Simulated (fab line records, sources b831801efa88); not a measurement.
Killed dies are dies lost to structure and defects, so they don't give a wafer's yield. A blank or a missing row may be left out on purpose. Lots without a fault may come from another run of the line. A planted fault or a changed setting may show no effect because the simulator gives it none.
Which tool did it? | flow sky130 | 10 lots, 30 wafers sampled, at 2 steps of a route of 708

WHAT THE GAUGES READ, wafer by wafer
SKY_VIA3_RS_MEAS_22: measures by four-point-probe. Usual: VIA3_W_RS 0.294 ohm/sq, standard deviation 0.003.
lot  | measured     | on            | VIA3_W_RS (ohm/sq) | flag
L234 | day 40 02:43 | film_metro-04 | 0.297 0.298 0.293  |
L237 | day 40 17:49 | film_metro-02 | 0.292 0.293 0.300  |
L240 | day 41 23:40 | film_metro-04 | 0.290 0.289 0.294  |
L242 | day 42 01:12 | film_metro-03 | 0.295 0.293 0.291  |
L245 | day 42 21:50 | film_metro-02 | 0.290 0.292 0.296  |
L246 | day 43 02:03 | film_metro-04 | 0.297 0.294 0.299  |
L247 | day 43 18:01 | film_metro-03 | 0.297 0.292 0.296  |
L253 | day 45 11:12 | film_metro-02 | 0.293 0.297 0.290  |
L254 | day 45 12:13 | film_metro-02 | 0.291 0.291 0.293  |
L257 | day 46 08:20 | film_metro-03 | 0.297 0.291 0.295  |

WHICH TOOL RAN EACH LOT (tool, then ch and the chambers of the sampled wafers, then the start)
lot  | SKY_VIA3_ETCH_14
L234 | rie_diel-04 ch 1,2,3, day 40 01:49
L237 | rie_diel-01 ch 1,2, day 40 16:52
L240 | rie_diel-04 ch 0,1,3, day 41 22:44
L242 | rie_diel-01 ch 0,2,3, day 42 00:14
L245 | rie_diel-01 ch 0,1,3, day 42 20:56
L246 | rie_diel-02 ch 0,1,3, day 43 01:11
L247 | rie_diel-01 ch 1,2, day 43 17:08
L253 | rie_diel-02 ch 1,2,3, day 45 10:17
L254 | rie_diel-01 ch 0,1,2, day 45 11:17
L257 | rie_diel-04 ch 1,2, day 46 07:26
- SKY_VIA3_ETCH_14: etches BARC in N2/H2, stops on SiO2, time 45.9 s, target depth 60 nm.

WHAT THE TOOLS THEMSELVES READ (means of the sampled wafers that have a number; where no wafer has one, the mark that the record gives instead)
SKY_VIA3_ETCH_14. Usual: drypump_motor_current_A 5.8 A, standard deviation 0.48; oes_product_au 0.855 a.u., standard deviation 0.0048; throttle_valve_pct 13.225 %, standard deviation 0.009.
lot  | tool        | drypump_motor_current_A (A) | oes_product_au (a.u.) | throttle_valve_pct (%) | flag
L234 | rie_diel-04 | 6.3                         | 0.856                 | 13.232                 |
L237 | rie_diel-01 | 5.7                         | 0.855                 | 13.222                 |
L240 | rie_diel-04 | 5.8                         | 0.857                 | 13.222                 |
L242 | rie_diel-01 | 5.5                         | 0.851                 | 13.233                 |
L245 | rie_diel-01 | 5.4                         | 0.855                 | 13.225                 |
L246 | rie_diel-02 | 5.6                         | 0.857                 | 13.228                 |
L247 | rie_diel-01 | 5.8                         | 0.852                 | 13.223                 |
L253 | rie_diel-02 | 5.8                         | 0.854                 | 13.227                 |
L254 | rie_diel-01 | 5.6                         | 0.857                 | 13.225                 |
L257 | rie_diel-04 | 6.3                         | 0.855                 | 13.218                 |

THE ANSWER, worked out from the rows above alone
Rule: a lot is off if the mean of its wafers that have a number lies more than 3 standard deviations from the usual mean. A lot without any number at a reading at which 4 lots or more have one is off too. The other lots that the step has rows for count as sound. The gauges are gone through in route order, then the tools' own readings, and for those a lot's mean is taken as printed above. The first step at which some lot is off is used, and at that step the reading that is off furthest; a lot without a number counts as furthest.
No lot is off at any reading shown: from this, nothing can be told.

WHAT THE SIMULATOR HAD PUT IN
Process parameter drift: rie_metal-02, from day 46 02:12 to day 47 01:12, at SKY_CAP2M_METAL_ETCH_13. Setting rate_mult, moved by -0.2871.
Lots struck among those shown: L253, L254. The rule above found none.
